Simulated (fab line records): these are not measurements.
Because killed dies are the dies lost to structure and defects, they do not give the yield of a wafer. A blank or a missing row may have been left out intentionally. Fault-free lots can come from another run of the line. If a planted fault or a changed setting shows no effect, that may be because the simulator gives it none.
fab line records :: flow sky130
record
  lots=5
  wafers=15
  last_day=50
route steps=708 shown NWELL@61 PAD_OPEN@708
lots that met no fault: from a run of the same line without faults
start_h: start of the lot's first displayed wafer, in hours after the record's first day :: wait_h: hours elapsed since this lot's preceding step :: " repeats the value in the row above :: L1.1+2: a single row standing in for several wafers :: - value missing, or start not given :: * or withheld: withheld :: < > ~ a bound
route shown NAME@n: a module of which the file shows steps, and the number in the route of the first :: usual: mean/standard deviation of fault-free wafers :: same: alike in all rows :: chamber/n: place in a boat :: sites: each site's reading :: _std_site: the standard deviation of these :: _edge_site: outer sites' mean less inner sites' :: radius_mm: how far each site lies from the wafer's centre :: mask NAME#n: copy n :: behind: the most recent tool/chamber to have shaped the wafer :: hold: the reason the lot was held/the length of the hold in hours/how it ended :: device: the transistor (n, p or np) that didn't switch :: end of line: tests run on the same wafers once the route is complete :: for a step that has no rows: nothing shown but its recipe :: killed: dies that structure and defects cost at the first sort, which is not the same as the wafer's yield :: map: a wafer's dies, x killed, . not, _ none there
set.NAME: the setting the step ran with; set.NAME@STEP: the setting that earlier step ran with :: model.NAME: the simulator's own value behind a step, which no gauge read
lots at some steps of the route; a table a step, a row a wafer
services: the hour from which a tool's chamber was out of use, counted from the record's first day as start_h (under 0 if before that day), plus the number of hours and why
## steps
# step SKY_NWELL_PEB_08
# recipe
  temp_c=115
  time_s=withheld
# step SKY_NWELL_DEVELOP_09
# recipe
  wall_angle_deg=90
  developer=TMAH
  develop_time_s=60
  dev_temp_c=23
# step SKY_NWELL_OVL_MEAS_10
# usual
  NWELL_00_OVL=0.0/1.5
lot.wafer: L757.1
tool: overlay-02
chamber: -
start_h: 84.77
wait_h: -
NWELL_00_OVL[nm]: -0.3

lot.wafer: L757.3
tool: overlay-02
chamber: -
start_h: 84.77
wait_h: -
NWELL_00_OVL[nm]: -0.2

lot.wafer: L757.5
tool: overlay-02
chamber: -
start_h: 84.77
wait_h: -
NWELL_00_OVL[nm]: -0.4

lot.wafer: L762.4
tool: overlay-01
chamber: -
start_h: 112.88
wait_h: -
NWELL_00_OVL[nm]: 2.5

lot.wafer: L762.5
tool: overlay-01
chamber: -
start_h: 112.88
wait_h: -
NWELL_00_OVL[nm]: 0.5

lot.wafer: L762.6
tool: overlay-01
chamber: -
start_h: 112.88
wait_h: -
NWELL_00_OVL[nm]: 1.6

lot.wafer: L771.1
tool: overlay-02
chamber: -
start_h: 169.62
wait_h: -
NWELL_00_OVL[nm]: -1.0

lot.wafer: L771.2
tool: overlay-02
chamber: -
start_h: 169.62
wait_h: -
NWELL_00_OVL[nm]: -1.7

lot.wafer: L771.6
tool: overlay-02
chamber: -
start_h: 169.62
wait_h: -
NWELL_00_OVL[nm]: -1.0

lot.wafer: L772.1
tool: overlay-01
chamber: -
start_h: 174.56
wait_h: -
NWELL_00_OVL[nm]: 1.3

lot.wafer: L772.2
tool: overlay-01
chamber: -
start_h: 174.56
wait_h: -
NWELL_00_OVL[nm]: 0.4

lot.wafer: L772.3
tool: overlay-01
chamber: -
start_h: 174.56
wait_h: -
NWELL_00_OVL[nm]: 1.3

lot.wafer: L779.1
tool: overlay-02
chamber: -
start_h: 213.31
wait_h: -
NWELL_00_OVL[nm]: 1.3

lot.wafer: L779.3
tool: overlay-02
chamber: -
start_h: 213.31
wait_h: -
NWELL_00_OVL[nm]: 0.9

lot.wafer: L779.6
tool: overlay-02
chamber: -
start_h: 213.31
wait_h: -
NWELL_00_OVL[nm]: -0.6
# step SKY_NWELL_IMPLANT_11
# recipe
  species=P
  energy_kev=400
  dose_cm2=1.9e+13
  tilt_deg=withheld
# step SKY_NWELL_IMPLANT_12
# recipe
  species=P
  energy_kev=120
  dose_cm2=1.3e+12
  tilt_deg=withheld
# step SKY_NWELL_IMPLANT_13
# recipe
  species=P
  energy_kev=50
  dose_cm2=7e+11
  tilt_deg=withheld
# step SKY_NWELL_STRIP_14
# recipe
  chemistry=O2/N2
  power_w=1400
  pressure_mtorr=1500
  platen_temp_c=withheld
  o2_flow_sccm=3000
  n2_flow_sccm=300
  overash_fraction=0.5
# usual
  drypump_motor_current_A=5.9/0.37
  oes_product_au=0.722/0.0046
  strip_time_to_endpoint_s=36.92/0.11
# same
  overash_fraction=0.5
lot.wafer: L757.1
tool: plasma_asher-04
chamber: 1
start_h: 85.26
wait_h: 0.1
drypump_motor_current_A: 6.1
oes_product_au: 0.721
rf_hours_counter_h: 40
strip_time_to_endpoint_s: 36.94

lot.wafer: L757.3
tool: plasma_asher-04
chamber: 0
start_h: 85.26
wait_h: 0.1
drypump_motor_current_A: 6.0
oes_product_au: 0.721
rf_hours_counter_h: -
strip_time_to_endpoint_s: 36.85

lot.wafer: L757.5
tool: plasma_asher-04
chamber: 1
start_h: 85.26
wait_h: 0.1
drypump_motor_current_A: 6.1
oes_product_au: 0.723
rf_hours_counter_h: -
strip_time_to_endpoint_s: 36.94

lot.wafer: L762.4
tool: plasma_asher-04
chamber: 0
start_h: 113.38
wait_h: 0.1
drypump_motor_current_A: 6.1
oes_product_au: 0.721
rf_hours_counter_h: -
strip_time_to_endpoint_s: 36.91

lot.wafer: L762.5
tool: plasma_asher-04
chamber: 0
start_h: 113.38
wait_h: 0.1
drypump_motor_current_A: 6.0
oes_product_au: 0.718
rf_hours_counter_h: -
strip_time_to_endpoint_s: 36.85

lot.wafer: L762.6
tool: plasma_asher-04
chamber: 1
start_h: 113.38
wait_h: 0.1
drypump_motor_current_A: 6.2
oes_product_au: 0.724
rf_hours_counter_h: -
strip_time_to_endpoint_s: 36.80

lot.wafer: L771.1
tool: plasma_asher-02
chamber: 0
start_h: 170.11
wait_h: 0.1
drypump_motor_current_A: 5.6
oes_product_au: 0.720
rf_hours_counter_h: 34
strip_time_to_endpoint_s: 36.74

lot.wafer: L771.2
tool: plasma_asher-02
chamber: 1
start_h: 170.11
wait_h: 0.1
drypump_motor_current_A: 6.2
oes_product_au: 0.724
rf_hours_counter_h: 34
strip_time_to_endpoint_s: 36.92

lot.wafer: L771.6
tool: plasma_asher-02
chamber: 0
start_h: 170.11
wait_h: 0.1
drypump_motor_current_A: 5.5
oes_product_au: 0.725
rf_hours_counter_h: -
strip_time_to_endpoint_s: 36.85

lot.wafer: L772.1
tool: plasma_asher-04
chamber: 1
start_h: 175.05
wait_h: 0.1
drypump_motor_current_A: 6.2
oes_product_au: 0.720
rf_hours_counter_h: 49
strip_time_to_endpoint_s: 36.97

lot.wafer: L772.2
tool: plasma_asher-04
chamber: 0
start_h: 175.05
wait_h: 0.1
drypump_motor_current_A: 6.0
oes_product_au: 0.725
rf_hours_counter_h: 49
strip_time_to_endpoint_s: 37.09

lot.wafer: L772.3
tool: plasma_asher-04
chamber: 0
start_h: 175.05
wait_h: 0.1
drypump_motor_current_A: 6.0
oes_product_au: 0.726
rf_hours_counter_h: -
strip_time_to_endpoint_s: 37.13

lot.wafer: L779.1
tool: plasma_asher-01
chamber: 1
start_h: 213.80
wait_h: 0.1
drypump_motor_current_A: 5.1
oes_product_au: 0.726
rf_hours_counter_h: 9
strip_time_to_endpoint_s: 36.99

lot.wafer: L779.3
tool: plasma_asher-01
chamber: 1
start_h: 213.80
wait_h: 0.1
drypump_motor_current_A: 5.1
oes_product_au: 0.717
rf_hours_counter_h: -
strip_time_to_endpoint_s: 37.04

lot.wafer: L779.6
tool: plasma_asher-01
chamber: 0
start_h: 213.80
wait_h: 0.1
drypump_motor_current_A: 6.1
oes_product_au: 0.725
rf_hours_counter_h: -
strip_time_to_endpoint_s: 36.94
# step SKY_NWELL_TW_MEAS_15
# usual
  NWELL_TW=1822/26
lot.wafer: L757.1
tool: film_metro-03
chamber: -
start_h: 85.36
wait_h: 0.1
NWELL_TW: 1834

lot.wafer: L757.3
tool: film_metro-03
chamber: -
start_h: 85.36
wait_h: 0.1
NWELL_TW: 1841

lot.wafer: L757.5
tool: film_metro-03
chamber: -
start_h: 85.36
wait_h: 0.1
NWELL_TW: 1832

lot.wafer: L762.4
tool: film_metro-02
chamber: -
start_h: 113.48
wait_h: 0.1
NWELL_TW: 1825

lot.wafer: L762.5
tool: film_metro-02
chamber: -
start_h: 113.48
wait_h: 0.1
NWELL_TW: 1817

lot.wafer: L762.6
tool: film_metro-02
chamber: -
start_h: 113.48
wait_h: 0.1
NWELL_TW: 1834

lot.wafer: L771.1
tool: film_metro-02
chamber: -
start_h: 170.21
wait_h: 0.1
NWELL_TW: 1834

lot.wafer: L771.2
tool: film_metro-02
chamber: -
start_h: 170.21
wait_h: 0.1
NWELL_TW: 1834

lot.wafer: L771.6
tool: film_metro-02
chamber: -
start_h: 170.21
wait_h: 0.1
NWELL_TW: 1829

lot.wafer: L772.1
tool: film_metro-03
chamber: -
start_h: 175.15
wait_h: 0.1
NWELL_TW: 1840

lot.wafer: L772.2
tool: film_metro-03
chamber: -
start_h: 175.15
wait_h: 0.1
NWELL_TW: 1849

lot.wafer: L772.3
tool: film_metro-03
chamber: -
start_h: 175.15
wait_h: 0.1
NWELL_TW: 1844

lot.wafer: L779.1
tool: film_metro-03
chamber: -
start_h: 213.90
wait_h: 0.1
NWELL_TW: 1845

lot.wafer: L779.3
tool: film_metro-03
chamber: -
start_h: 213.90
wait_h: 0.1
NWELL_TW: 1847

lot.wafer: L779.6
tool: film_metro-03
chamber: -
start_h: 213.90
wait_h: 0.1
NWELL_TW: 1851
# step SKY_NWELL_DEHYDRATE_16
# recipe
  temp_c=200
  time_s=60
# step SKY_NWELL_HMDS_17
# recipe
  prime_time_s=60
  prime_temp_c=120
# step SKY_NWELL_COAT_18
# recipe
  spin_rpm=2000
  resist_thk_nm=3000
# step SKY_NWELL_SOFTBAKE_19
# recipe
  temp_c=110
  time_s=withheld
# step SKY_NWELL_EXPOSE_20
# recipe
  mask_id=NWM_COMPLEMENT
  na=0.6
  source_shape=conventional
  sigma_outer=0.6
  polarization=unpolarized
  target_cd_nm=840
  dose_mj=260
# usual
  exposure_dose_mJ_cm2=259.98/0.27
  focus_offset_nm=0.1/0.56
lot.wafer: L757.1
tool: iline_stepper-02
chamber: 0
start_h: 93.64
wait_h: -
mask: NWM_COMPLEMENT#0
exposure_dose_mJ_cm2: 259.79
focus_offset_nm: 0.8

lot.wafer: L757.3
tool: iline_stepper-02
chamber: 0
start_h: 93.64
wait_h: -
mask: NWM_COMPLEMENT#0
exposure_dose_mJ_cm2: 259.33
focus_offset_nm: 0.7

lot.wafer: L757.5
tool: iline_stepper-02
chamber: 0
start_h: 93.64
wait_h: -
mask: NWM_COMPLEMENT#0
exposure_dose_mJ_cm2: 259.70
focus_offset_nm: 0.7

lot.wafer: L762.4
tool: iline_stepper-01
chamber: 0
start_h: 122.82
wait_h: -
mask: NWM_COMPLEMENT#0
exposure_dose_mJ_cm2: 260.03
focus_offset_nm: -0.8

lot.wafer: L762.5
tool: iline_stepper-01
chamber: 0
start_h: 122.82
wait_h: -
mask: NWM_COMPLEMENT#0
exposure_dose_mJ_cm2: 260.06
focus_offset_nm: -0.1

lot.wafer: L762.6
tool: iline_stepper-01
chamber: 0
start_h: 122.82
wait_h: -
mask: NWM_COMPLEMENT#0
exposure_dose_mJ_cm2: 259.67
focus_offset_nm: -0.8

lot.wafer: L771.1
tool: iline_stepper-01
chamber: 0
start_h: 180.92
wait_h: -
mask: NWM_COMPLEMENT_R1#0
exposure_dose_mJ_cm2: 260.22
focus_offset_nm: -0.5

lot.wafer: L771.2
tool: iline_stepper-01
chamber: 0
start_h: 180.92
wait_h: -
mask: NWM_COMPLEMENT_R1#0
exposure_dose_mJ_cm2: 259.94
focus_offset_nm: -0.5

lot.wafer: L771.6
tool: iline_stepper-01
chamber: 0
start_h: 180.92
wait_h: -
mask: NWM_COMPLEMENT_R1#0
exposure_dose_mJ_cm2: 260.34
focus_offset_nm: -1.1

lot.wafer: L772.1
tool: iline_stepper-01
chamber: 0
start_h: 185.31
wait_h: -
mask: NWM_COMPLEMENT#0
exposure_dose_mJ_cm2: 260.07
focus_offset_nm: -0.2

lot.wafer: L772.2
tool: iline_stepper-01
chamber: 0
start_h: 185.31
wait_h: -
mask: NWM_COMPLEMENT#0
exposure_dose_mJ_cm2: 260.19
focus_offset_nm: 0.3

lot.wafer: L772.3
tool: iline_stepper-01
chamber: 0
start_h: 185.31
wait_h: -
mask: NWM_COMPLEMENT#0
exposure_dose_mJ_cm2: 259.90
focus_offset_nm: 0.1

lot.wafer: L779.1
tool: iline_stepper-02
chamber: 0
start_h: 224.64
wait_h: -
mask: NWM_COMPLEMENT#0
exposure_dose_mJ_cm2: 259.93
focus_offset_nm: -0.7

lot.wafer: L779.3
tool: iline_stepper-02
chamber: 0
start_h: 224.64
wait_h: -
mask: NWM_COMPLEMENT#0
exposure_dose_mJ_cm2: 259.64
focus_offset_nm: -0.1

lot.wafer: L779.6
tool: iline_stepper-02
chamber: 0
start_h: 224.64
wait_h: -
mask: NWM_COMPLEMENT#0
exposure_dose_mJ_cm2: 259.57
focus_offset_nm: 0.3
# step SKY_NWELL_PEB_21
# recipe
  temp_c=115
  time_s=withheld
# step SKY_PAD_OPEN_PROBE_99
lot.wafer: L757.1
tool: prober-02
chamber: -
start_h: 1074.43
wait_h: 0.1
model.etest.pfet_16v.r_on_ohm_um: 1.498e+04
model.etest.nfet_16v.r_on_ohm_um: 1.378e+04
model.etest.res_iso_pwell.width_nm: 2652
model.etest.res_nwell.width_nm: 830.8
model.etest.pfet_16v.drive_ua_um: 245.9

lot.wafer: L757.3
tool: prober-02
chamber: -
start_h: 1074.53
wait_h: 0.2
model.etest.pfet_16v.r_on_ohm_um: 1.473e+04
model.etest.nfet_16v.r_on_ohm_um: 1.366e+04
model.etest.res_iso_pwell.width_nm: 2648
model.etest.res_nwell.width_nm: 829.1
model.etest.pfet_16v.drive_ua_um: 247.4

lot.wafer: L757.5
tool: prober-02
chamber: -
start_h: 1074.63
wait_h: 0.2
model.etest.pfet_16v.r_on_ohm_um: 1.493e+04
model.etest.nfet_16v.r_on_ohm_um: 1.38e+04
model.etest.res_iso_pwell.width_nm: 2652
model.etest.res_nwell.width_nm: 831.8
model.etest.pfet_16v.drive_ua_um: 245.5

lot.wafer: L762.4
tool: prober-01
chamber: -
start_h: 1108.87
wait_h: 0.2
model.etest.pfet_16v.r_on_ohm_um: 1.516e+04
model.etest.nfet_16v.r_on_ohm_um: 1.374e+04
model.etest.res_iso_pwell.width_nm: 2650
model.etest.res_nwell.width_nm: 841.1
model.etest.pfet_16v.drive_ua_um: 248.7

lot.wafer: L762.5
tool: prober-01
chamber: -
start_h: 1108.92
wait_h: 0.2
model.etest.pfet_16v.r_on_ohm_um: 1.497e+04
model.etest.nfet_16v.r_on_ohm_um: 1.386e+04
model.etest.res_iso_pwell.width_nm: 2649
model.etest.res_nwell.width_nm: 844.3
model.etest.pfet_16v.drive_ua_um: 251.2

lot.wafer: L762.6
tool: prober-01
chamber: -
start_h: 1108.97
wait_h: 0.2
model.etest.pfet_16v.r_on_ohm_um: 1.497e+04
model.etest.nfet_16v.r_on_ohm_um: 1.383e+04
model.etest.res_iso_pwell.width_nm: 2645
model.etest.res_nwell.width_nm: 839.7
model.etest.pfet_16v.drive_ua_um: 251.1

lot.wafer: L771.1
tool: prober-02
chamber: -
start_h: 1161.17
wait_h: 0.1
model.etest.pfet_16v.r_on_ohm_um: 1.599e+04
model.etest.nfet_16v.r_on_ohm_um: 1.342e+04
model.etest.res_iso_pwell.width_nm: 2546
model.etest.res_nwell.width_nm: 878.5
model.etest.pfet_16v.drive_ua_um: 225.6

lot.wafer: L771.2
tool: prober-02
chamber: -
start_h: 1161.22
wait_h: 0.1
model.etest.pfet_16v.r_on_ohm_um: 1.593e+04
model.etest.nfet_16v.r_on_ohm_um: 1.345e+04
model.etest.res_iso_pwell.width_nm: 2540
model.etest.res_nwell.width_nm: 875
model.etest.pfet_16v.drive_ua_um: 228.2

lot.wafer: L771.6
tool: prober-02
chamber: -
start_h: 1161.42
wait_h: 0.2
model.etest.pfet_16v.r_on_ohm_um: 1.583e+04
model.etest.nfet_16v.r_on_ohm_um: 1.335e+04
model.etest.res_iso_pwell.width_nm: 2521
model.etest.res_nwell.width_nm: 879.9
model.etest.pfet_16v.drive_ua_um: 229.5

lot.wafer: L772.1
tool: prober-01
chamber: -
start_h: 1166.86
wait_h: 0.1
model.etest.pfet_16v.r_on_ohm_um: 1.526e+04
model.etest.nfet_16v.r_on_ohm_um: 1.409e+04
model.etest.res_iso_pwell.width_nm: 2644
model.etest.res_nwell.width_nm: 846.7
model.etest.pfet_16v.drive_ua_um: 246.4

lot.wafer: L772.2
tool: prober-01
chamber: -
start_h: 1166.91
wait_h: 0.1
model.etest.pfet_16v.r_on_ohm_um: 1.51e+04
model.etest.nfet_16v.r_on_ohm_um: 1.416e+04
model.etest.res_iso_pwell.width_nm: 2656
model.etest.res_nwell.width_nm: 837.4
model.etest.pfet_16v.drive_ua_um: 245.1

lot.wafer: L772.3
tool: prober-01
chamber: -
start_h: 1166.96
wait_h: 0.2
model.etest.pfet_16v.r_on_ohm_um: 1.538e+04
model.etest.nfet_16v.r_on_ohm_um: 1.419e+04
model.etest.res_iso_pwell.width_nm: 2642
model.etest.res_nwell.width_nm: 840.1
model.etest.pfet_16v.drive_ua_um: 245.4

lot.wafer: L779.1
tool: prober-02
chamber: -
start_h: 1197.96
wait_h: 0.1
model.etest.pfet_16v.r_on_ohm_um: 1.512e+04
model.etest.nfet_16v.r_on_ohm_um: 1.394e+04
model.etest.res_iso_pwell.width_nm: 2656
model.etest.res_nwell.width_nm: 842.3
model.etest.pfet_16v.drive_ua_um: 247.8

lot.wafer: L779.3
tool: prober-02
chamber: -
start_h: 1198.06
wait_h: 0.2
model.etest.pfet_16v.r_on_ohm_um: 1.546e+04
model.etest.nfet_16v.r_on_ohm_um: 1.392e+04
model.etest.res_iso_pwell.width_nm: 2647
model.etest.res_nwell.width_nm: 847.8
model.etest.pfet_16v.drive_ua_um: 246.1

lot.wafer: L779.6
tool: prober-02
chamber: -
start_h: 1198.21
wait_h: 0.2
model.etest.pfet_16v.r_on_ohm_um: 1.557e+04
model.etest.nfet_16v.r_on_ohm_um: 1.395e+04
model.etest.res_iso_pwell.width_nm: 2631
model.etest.res_nwell.width_nm: 843.1
model.etest.pfet_16v.drive_ua_um: 244
# killed by level:class
L757.1 LI_CONTACT:geometric_particle:open=9 CONTACT:geometric_particle:open=8 VIA1:geometric_particle:open=8 VIA2:geometric_particle:open=8 VIA1:geometric_particle:short=7 METAL2:geometric_particle:short=7 METAL1:geometric_particle:short=6 CONTACT:geometric_particle:short=6
L757.3 CONTACT:geometric_particle:open=8 METAL1:geometric_particle:short=8 LI_CONTACT:geometric_particle:open=7 CONTACT:geometric_particle:short=5 VIA1:geometric_particle:open=5 FIELD_ISO:geometric_particle:short=4 POLY_GATE:geometric_particle:short=4 VIA1:geometric_particle:short=3
L757.5 VIA2:geometric_particle:open=10 POLY_GATE:geometric_particle:short=7 CONTACT:geometric_particle:open=7 FIELD_ISO:geometric_particle:short=6 LI_CONTACT:geometric_particle:open=6 METAL2:geometric_particle:short=5 VIA1:geometric_particle:open=5 LOCAL_INTERCONNECT:geometric_particle:short=4
L762.4 VIA1:geometric_particle:open=11 VIA2:geometric_particle:open=7 LI_CONTACT:geometric_particle:open=6 METAL2:geometric_particle:short=6 FIELD_ISO:geometric_particle:open=5 LOCAL_INTERCONNECT:geometric_particle:short=5 CONTACT:geometric_particle:open=5 METAL1:geometric_particle:short=5
L762.5 VIA1:geometric_particle:open=14 FIELD_ISO:geometric_particle:open=7 CONTACT:geometric_particle:open=7 VIA2:geometric_particle:open=7 CONTACT:geometric_particle:short=6 VIA1:geometric_particle:short=6 LI_CONTACT:geometric_particle:open=5 VIA3:geometric_particle:open=5
L762.6 CONTACT:geometric_particle:open=12 VIA1:geometric_particle:open=12 VIA3:geometric_particle:open=9 FIELD_ISO:geometric_particle:open=8 LI_CONTACT:geometric_particle:open=8 METAL1:geometric_particle:short=7 METAL2:geometric_particle:short=7 LOCAL_INTERCONNECT:geometric_particle:short=6
L772.1 VIA3:geometric_particle:open=14 VIA1:geometric_particle:open=6 LI_CONTACT:geometric_particle:open=5 VIA2:geometric_particle:open=5 FIELD_ISO:geometric_particle:open=4 METAL1:geometric_particle:short=4 VIA1:geometric_particle:short=4 METAL3:geometric_particle:short=4
L772.2 VIA3:geometric_particle:open=8 LI_CONTACT:geometric_particle:open=8 CONTACT:geometric_particle:open=8 VIA1:geometric_particle:open=6 VIA2:geometric_particle:open=6 METAL1:geometric_particle:short=5 FIELD_ISO:geometric_particle:open=4 POLY_GATE:geometric_particle:open=4
L772.3 METAL1:geometric_particle:short=8 METAL2:geometric_particle:short=8 VIA2:geometric_particle:open=8 POLY_GATE:geometric_particle:open=7 CONTACT:geometric_particle:open=7 VIA3:geometric_particle:open=6 VIA1:geometric_particle:open=5 LI_CONTACT:geometric_particle:open=4
L779.1 VIA3:geometric_particle:open=11 LI_CONTACT:geometric_particle:open=9 VIA1:geometric_particle:open=9 CONTACT:geometric_particle:open=8 METAL1:geometric_particle:short=6 POLY_GATE:geometric_particle:open=5 POLY_GATE:geometric_particle:short=5 METAL2:geometric_particle:short=5
L779.3 LI_CONTACT:geometric_particle:open=8 CONTACT:geometric_particle:short=7 METAL2:geometric_particle:short=7 VIA1:geometric_particle:open=6 CONTACT:geometric_particle:open=6 VIA2:geometric_particle:open=5 LOCAL_INTERCONNECT:geometric_particle:short=4 SPACER:geometric_particle:short=4
L779.6 VIA1:geometric_particle:open=8 CONTACT:geometric_particle:open=7 VIA3:geometric_particle:open=7 METAL2:geometric_particle:short=6 LI_CONTACT:geometric_particle:open=5 VIA3:geometric_particle:short=5 VIA2:geometric_particle:open=5 FIELD_ISO:geometric_particle:short=4
## services
tool: plasma_asher-01
chamber: -
start_h: 81.46
hours: 1.4
kind: repair

tool: iline_stepper-01
chamber: -
start_h: 96.57
hours: 1.7
kind: pm

tool: plasma_asher-01
chamber: -
start_h: 108.84
hours: 9.0
kind: pm

tool: plasma_asher-01
chamber: 0
start_h: 108.84
hours: 9.0
kind: vent_cycle

tool: plasma_asher-01
chamber: 1
start_h: 108.84
hours: 9.0
kind: vent_cycle

tool: iline_stepper-02
chamber: -
start_h: 115.95
hours: 19.9
kind: repair

tool: plasma_asher-01
chamber: 0
start_h: 117.84
hours: -
kind: clean

tool: plasma_asher-01
chamber: 1
start_h: 117.84
hours: -
kind: clean

tool: iline_stepper-02
chamber: -
start_h: 121.43
hours: 2.6
kind: repair

tool: iline_stepper-02
chamber: -
start_h: 139.81
hours: 1.7
kind: pm

tool: plasma_asher-02
chamber: -
start_h: 157.74
hours: 0.5
kind: repair

tool: plasma_asher-04
chamber: -
start_h: 158.32
hours: 2.1
kind: repair

tool: iline_stepper-02
chamber: -
start_h: 204.29
hours: 2.1
kind: pm

tool: iline_stepper-02
chamber: -
start_h: 206.37
hours: -
kind: consumable_replace:lamp
## key
first_sign
  step=SKY_NWELL_EXPOSE_20
  reading=mask
  direction=changed
effect none on later readings
model_effect
  step=SKY_PAD_OPEN_PROBE_99
  value=etest.pfet_16v.r_on_ohm_um
  without=1.517e+04
  struck=1.592e+04
met_at SKY_NWELL_EXPOSE_20
struck_wafers L771.1,L771.2,L771.6
sort_left_out L771.1,L771.2,L771.6
tester_left_out L771
onset_between 122.82 180.92
fault
  kind=wrong_mask
  tool=any
  chamber=-
  onset_h=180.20
  steps=SKY_NWELL_EXPOSE_20
  aux_copy=NWM_COMPLEMENT_R1#0
  cd_offset_nm=-101
  scope=struck_lots_only
# tester_left_out: of these lots the tester's yield and bins aren't shown, on N5 and GAA mostly nor the transistor test; their killed dies are dies lost to structure and defects alone, not to doping, threshold or leakage, so they don't give the yield
# sort_left_out: the simulated sort isn't trusted on such a fault, so these wafers' sort isn't shown, and their yield isn't known
